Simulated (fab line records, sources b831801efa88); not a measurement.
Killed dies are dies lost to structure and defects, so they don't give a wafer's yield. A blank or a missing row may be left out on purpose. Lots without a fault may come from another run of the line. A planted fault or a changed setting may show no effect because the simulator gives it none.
A struck lot beside a sound one | flow sky130 | 19 steps out of a route of 708
Sound: wafers L372.3, L372.4, L372.5. Struck: wafers L376.2, L376.3, L376.5. The cause comes at the end.
At each step with rows: each side's tool, then ch and its chambers, then its first start. Under that, the readings that differ: sound wafers | struck wafers | difference of the means | sigmas: that difference in standard deviations of wafers without a fault.
alike: readings whose means differ by less than 2 such deviations, and words and numbers that are the same on both sides. not compared: withheld readings, readings that some wafer has no value for, bounds like >300 that may hide the same value, and numbers for which the record gives no deviation and whose values overlap.
The two part at a step that has a row with sigmas, a row that says differs or no value, or rows on one side only. Numbers that don't overlap but have no deviation are shown without sigmas and don't part them. A reading that every wafer of one side lacks parts them only if that side has two wafers or more.

first, 1 step without rows for these wafers: SKY_RES_XHIGH_IMPLANT_07.
SKY_RES_XHIGH_STRIP_08: strips in O2/N2.
  sound on plasma_asher-02 ch 0,1, day 27 20:37; struck on plasma_asher-03 ch 0,1, day 29 07:17
  reading                     | sound          | struck         | difference | sigmas
  drypump_motor_current_A (A) | 5.98 6.09 6.08 | 5.53 5.22 5.56 | -0.61      | -2
  alike: n2_flow_sccm, oes_product_au, strip_time_to_endpoint_s
  not compared: rf_hours_counter_h
SKY_RES_XHIGH_TW_MEAS_09:
  sound on film_metro-01, day 27 20:43; struck on film_metro-02, day 29 07:23
  alike: RES_XHIGH_TW
then, 7 steps without rows for these wafers: SKY_SD_N_DEHYDRATE_00 (time 60 s); SKY_SD_N_HMDS_01 (prime time 60 s); SKY_SD_N_COAT_02 (resist thk 1140 nm); SKY_SD_N_SOFTBAKE_03 (time 60 s); SKY_SD_N_EXPOSE_04 (exposes mask NSDM, target cd 380 nm); SKY_SD_N_PEB_05; SKY_SD_N_DEVELOP_06 (develop time 60 s).
SKY_SD_N_CD_MEAS_07: target cd 380 nm.
  sound on cd_sem-01, day 29 00:37; struck on cd_sem-01, day 30 10:47
  alike: cd_nm
SKY_SD_N_OVL_MEAS_08:
  sound on overlay-01, day 29 00:43; struck on overlay-02, day 30 10:54
  alike: SD_N_OVL
SKY_SD_N_IMPLANT_09:
  sound on implanter-02 ch 0, day 29 00:47; struck on implanter-02, day 30 10:57
  no value came back on the struck wafers for beam_energy_keV, beam_on_s (s), implant_ion_amu; on the sound wafers beam_energy_keV reads 49.994 49.997 49.998
then, 1 step without rows for these wafers: SKY_SD_N_IMPLANT_10.
SKY_SD_N_STRIP_11: strips in O2/N2.
  sound on plasma_asher-03 ch 0,1, day 29 01:04; struck on plasma_asher-01 ch 0, day 30 11:14
  reading                      | sound             | struck            | difference | sigmas
  oes_product_au (a.u.)        | 0.524 0.531 0.528 | 0.715 0.719 0.715 | +0.189     | +41
  strip_time_to_endpoint_s (s) | 22.55 22.56 22.54 | 14.21 14.22 14.22 | -8.33      | -99 or more
  alike: drypump_motor_current_A, n2_flow_sccm
  not compared: rf_hours_counter_h
SKY_SD_N_TW_MEAS_12:
  sound on film_metro-02, day 29 01:10; struck on film_metro-01, day 30 11:20
  reading | sound          | struck         | difference | sigmas
  SD_N_TW | 3936 3942 3940 | 1377 1379 1373 | -2563      | -99
then, 1 step without rows for these wafers: SKY_SD_N_CLEAN_13 (cleans in SC1/SC2, time 150 s).
SKY_SD_N_RTA_14: time 2 s.
  sound on rtp_anneal-01 ch 0, day 29 01:16; struck on rtp_anneal-01 ch 0, day 30 11:27
  alike: lamp_power_pct, wafer_temp_C_max
SKY_SD_N_RS_MEAS_16: measures by four-point-probe.
  sound on film_metro-01, day 29 01:28; struck on film_metro-02, day 30 11:38
  reading          | sound             | struck               | difference | sigmas
  SD_N_RS (ohm/sq) | 68.39 68.56 68.51 | 441.09 441.95 443.24 | +373.61    | +99 or more

WHERE THEY PART
First at SKY_RES_XHIGH_STRIP_08; last, within this record, at SKY_SD_N_RS_MEAS_16.

WHY: what the simulator had put in
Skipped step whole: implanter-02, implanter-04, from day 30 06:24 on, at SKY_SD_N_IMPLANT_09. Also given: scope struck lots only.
